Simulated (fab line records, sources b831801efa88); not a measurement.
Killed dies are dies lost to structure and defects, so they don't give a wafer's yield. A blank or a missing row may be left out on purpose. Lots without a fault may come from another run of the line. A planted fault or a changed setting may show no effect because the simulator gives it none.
A struck lot beside a sound one | flow sky130 | 17 steps out of a route of 708
Sound: wafers L466.1, L466.3, L466.4. Struck: wafers L477.1, L477.3, L477.6. The cause comes at the end.
At each step with rows: each side's tool, then ch and its chambers, then its first start. Under that, the readings that differ: sound wafers | struck wafers | difference of the means | sigmas: that difference in standard deviations of wafers without a fault.
alike: readings whose means differ by less than 2 such deviations, and words and numbers that are the same on both sides. not compared: withheld readings, readings that some wafer has no value for, bounds like >300 that may hide the same value, and numbers for which the record gives no deviation and whose values overlap.
The two part at a step that has a row with sigmas, a row that says differs or no value, or rows on one side only. Numbers that don't overlap but have no deviation are shown without sigmas and don't part them. A reading that every wafer of one side lacks parts them only if that side has two wafers or more.

first, 3 steps without rows for these wafers: SKY_LI_CONTACT_EXPOSE_09 (exposes mask LICM1, target cd 170 nm); SKY_LI_CONTACT_PEB_10; SKY_LI_CONTACT_DEVELOP_11 (develop time 60 s).
SKY_LI_CONTACT_CD_MEAS_12: target cd 170 nm.
  sound on cd_sem-01, day 31 17:20; struck on cd_sem-01, day 35 03:47
  alike: cd_nm
SKY_LI_CONTACT_OVL_MEAS_13:
  sound on overlay-02, day 31 17:27; struck on overlay-02, day 35 03:54
  alike: LI_CONTACT_OVL
SKY_LI_CONTACT_ETCH_14: etches BARC in N2/H2, stops on SiO2, time 45.9 s, target depth 60 nm.
  sound on rie_diel-03 ch 2,3, day 31 17:29; struck on rie_diel-01 ch 1,2,3, day 35 03:56
  alike: drypump_motor_current_A, oes_product_au, throttle_valve_pct
  not compared: rf_hours_counter_h
SKY_LI_CONTACT_ETCH_15: etches PSG in C4F8/O2/Ar, stops on Si, target depth 600 nm.
  sound on rie_diel-03 ch 2,3, day 31 17:32; struck on rie_diel-01 ch 1,2,3, day 35 03:59
  reading               | sound             | struck            | difference | sigmas
  oes_product_au (a.u.) | 0.827 0.834 0.835 | 0.845 0.843 0.837 | +0.010     | +2
SKY_LI_CONTACT_STRIP_16: strips in O2/N2.
  sound on plasma_asher-01 ch 0,1, day 31 17:37; struck on plasma_asher-03 ch 0,1, day 35 04:04
  alike: drypump_motor_current_A, oes_product_au, strip_time_to_endpoint_s
  not compared: rf_hours_counter_h
then, 3 steps without rows for these wafers: SKY_LI_CONTACT_CLEAN_17 (cleans in NMP, time 600 s); SKY_LI_CONTACT_PRE_CLEAN_18 (time 5.6 s); SKY_LI_CONTACT_SPUTTER_19 (material Ti, target thk 20 nm, time 106.37 s).
SKY_LI_CONTACT_SPUTTER_20: material TiN, target thk 20 nm, time 80 s.
  sound on pvd_sputter-04, day 31 17:59; struck on pvd_sputter-03, day 35 04:27
  alike: chamber_pressure_pa, throttle_valve_pct
SKY_LI_CONTACT_CVD_21: deposits W, target thk 400 nm, time 120.56 s.
  sound on cvd_w-02 ch 0,1, day 31 18:03; struck on cvd_w-01 ch 0, day 35 04:31
  reading                                  | sound                | struck               | difference | sigmas
  susceptor_temp_C (C)                     | 400.42 400.30 400.03 | 391.87 391.34 391.56 | -8.66      | -38
  model.W_of_LI_CONTACT_CVD_21.thk_nm (nm) | 394.1 392.4 392.3    | 346.5 353.5 348      | -43.6      |
  alike: heater_power_outer_w, heater_power_w
SKY_LI_CONTACT_RS_MEAS_22: measures by four-point-probe.
  sound on film_metro-01, day 31 18:10; struck on film_metro-01, day 35 04:38
  reading                  | sound             | struck            | difference | sigmas
  LI_CONTACT_W_RS (ohm/sq) | 0.288 0.290 0.290 | 0.329 0.322 0.327 | +0.037     | +9
SKY_LI_CONTACT_THK_MEAS_23: measures by xrf.
  sound on film_metro-01, day 31 18:17; struck on film_metro-01, day 35 04:46
  reading               | sound       | struck      | difference | sigmas
  LI_CONTACT_W_THK (nm) | 387 389 388 | 338 344 340 | -47        | -8
SKY_LI_CONTACT_CMP_24: polishes, stops on PSG, t overpolish 20 s, target thk 0 nm.
  sound on cmp-01 ch 0,2,3, day 31 18:21; struck on cmp-01 ch 0,1, day 35 04:52
  reading                | sound    | struck   | difference | sigmas
  time_to_endpoint_s (s) | 97 99 97 | 87 87 90 | -10        | -2
  alike: motor_current_A, slurry_flow_ml_min
SKY_PAD_OPEN_PROBE_99:
  the record has rows for the sound wafers here (prober-01, day 47 16:24) and none for the struck ones

WHERE THEY PART
First at SKY_LI_CONTACT_ETCH_15; last, within this record, at SKY_PAD_OPEN_PROBE_99.

WHY: what the simulator had put in
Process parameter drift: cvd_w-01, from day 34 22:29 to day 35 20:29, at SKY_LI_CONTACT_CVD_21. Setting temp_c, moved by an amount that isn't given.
